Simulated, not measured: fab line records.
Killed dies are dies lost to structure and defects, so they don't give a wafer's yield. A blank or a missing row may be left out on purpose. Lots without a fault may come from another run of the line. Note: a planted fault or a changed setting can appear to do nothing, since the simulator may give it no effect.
A single fault, viewed from 2 desks    flow gf180mcu    each desk holds nothing but its own numbers, with what lay behind them at the end

TOOL OWNER'S DESK, pvd sputter-02
The tool's own readings at GF_MIM_SPUTTER_08 (material AlCu, target thk 200 nm, time 10.6 s): means of the sampled wafers that have a number, for each lot that ran on this tool. The brackets show how far a lot's mean lies from the usual mean; more than 4 standard deviations puts the lot out of limits, marked OUT.
Columns: A = cathode dc power W at GF_MIM_SPUTTER_08, usual 10600 W; B = throttle valve pct at GF_MIM_SPUTTER_08, usual 29.9 %
lot   first seen here  A      B
L535  day 23 21:52     10600  29.9
L536  day 24 17:46     10600  30.3
L542  day 27 21:08     10600  30.3
L544  day 27 23:59     10600  29.5
L552  day 30 11:14     10602  30.2
L554  day 30 22:28     10601  29.7
Finding of this desk: none of the 6 lots has anything out of limits.

THE METROLOGY DESK
What the gauges read for every lot (on any tool): the sampled wafers with a number, averaged. The brackets show how far a lot's mean lies from the usual mean; more than 4 standard deviations puts the lot out of limits, marked OUT.
Columns: A = V4_BOW at GF_V4_BOW_MEAS_05, usual 134 um; B = MIM_ALCU_RS at GF_MIM_RS_MEAS_10, usual 0.1596 ohm/sq; C = MIM_ALCU_THK at GF_MIM_THK_MEAS_11, usual 198.9 nm
lot   first seen here  A    B                 C
L535  day 22 21:14     137  0.1584            200.7
L536  day 23 17:51     129  0.1591            198.3
L538  day 24 00:53     126  0.1606            197.3
L542  day 26 23:41     141  0.1340 (-16) OUT  255.1 (+27) OUT
L544  day 27 02:23     122  0.1095 (-31) OUT  311.8 (+54) OUT
L547  day 27 19:50     133  0.1574            199.9
L552  day 29 14:37     145  0.1613            196.4
L554  day 30 02:50     135  0.1596            198.6
L553  day 30 03:43     134  0.1606            197.6
L555  day 30 10:36     141  0.1588            200.0
This desk's finding: out of limits on L542, L544; first on L542, day 27 21:14 (MIM_ALCU_RS at GF_MIM_RS_MEAS_10). L535, L536, L538, L547, L552, L554, L553, L555: within limits.

BROUGHT TOGETHER
At day 27 21:14 the metrology desk could have sounded an alarm, on L542, L544.
The desk of the tool owner found nothing out of limits.
The tool owner's desk has L542, L544 on record, within its limits.
Every lot named ran GF_MIM_SPUTTER_08 on pvd sputter-02.

WHAT WAS PUT IN BY THE SIMULATOR
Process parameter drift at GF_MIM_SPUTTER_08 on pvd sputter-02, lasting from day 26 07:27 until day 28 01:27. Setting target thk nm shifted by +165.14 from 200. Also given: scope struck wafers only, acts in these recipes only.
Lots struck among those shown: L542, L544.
Time in hours between the start of the fault and the first out-of-limits reading at each desk: metrology desk, 38.
